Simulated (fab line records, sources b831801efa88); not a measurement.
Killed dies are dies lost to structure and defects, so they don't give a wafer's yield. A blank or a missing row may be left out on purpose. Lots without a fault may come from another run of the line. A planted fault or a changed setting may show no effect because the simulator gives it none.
Problem report in the 8D (eight disciplines) form, filled by code | flow sky130 | the parts of the form that need people (team, actions taken, sign-off) are left out

1. THE PROBLEM
dose_ions_cm2 at SKY_LDD_N_IMPLANT_14 reads a mean of 3.172e+12 on 6 wafers of 2 lots; wafers without a fault read 5.001e+12 with a standard deviation of 5.1e+09. That is -99 or more standard deviations from the usual mean.
First seen on wafer L444.1, day 19 21:35, on implanter-04. The record holds 42 wafers of 14 lots with a number at this step. Rule for "out", or "out of limits": more than 4 standard deviations from the usual mean. The other wafers with a number count as sound.

2. WHAT IT IS AND WHAT IT IS NOT
question                    | is                                | is not
which readings at this step | dose_ions_cm2, faraday_current_uA | -
which lots                  | L444, L446                        | L438, L439, L440, L441, L445, L450, L453, L454, L455, L457, L459, L460
which wafers of those lots  | all that have a number            | -
read on which tools         | implanter-04                      | implanter-02
when                        | from day 19 21:35                 | up to then (12 sound wafers); but 24 sound wafers of L445, L450, L453, L454, L455, L457, L459, L460 came after

3. SUSPECTS, AND WHAT RULES EACH OUT
Counting: a tool at a process step up to the reading stays a suspect if it ran every lot that is out and no sound lot after the first of them.
- implanter-04 at SKY_LDD_N_IMPLANT_14: ruled out as a lasting fault. Sound lots L453, L454, L455, L457, L460 ran on it after its first lot that is out, L444 (day 19 21:35).
Left after counting: nothing in the record.

4. THE CAUSE (what the simulator had put in)
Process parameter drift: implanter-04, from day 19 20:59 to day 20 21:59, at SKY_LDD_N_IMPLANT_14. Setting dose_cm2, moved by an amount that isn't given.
Counting ruled it out, wrongly.

5. THE CHAIN OF EFFECTS, in route order
Each row: a reading whose mean over the struck wafers that have a number lies more than 3 standard deviations from the usual. Only readings for which the record gives a usual standard deviation are gone through. hours: the time from each lot's start at the first step in this table that gives one to its start at this step, as a median over the lots. sigmas: the change in usual standard deviations.
hours | step                 | reading            | usual     | on struck wafers | change     | sigmas
0     | SKY_LDD_N_IMPLANT_14 | dose_ions_cm2      | 5.001e+12 | 3.172e+12        | -1.829e+12 | -99 or more
0     | SKY_LDD_N_IMPLANT_14 | faraday_current_uA | 28.1      | 17.9             | -10.2      | -18
The process steps in it:
- SKY_LDD_N_IMPLANT_14

6. WHAT WOULD HAVE CAUGHT IT SOONER
In this record the first reading out of limits was taken at day 19 21:35, 1 hour after the fault began at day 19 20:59.
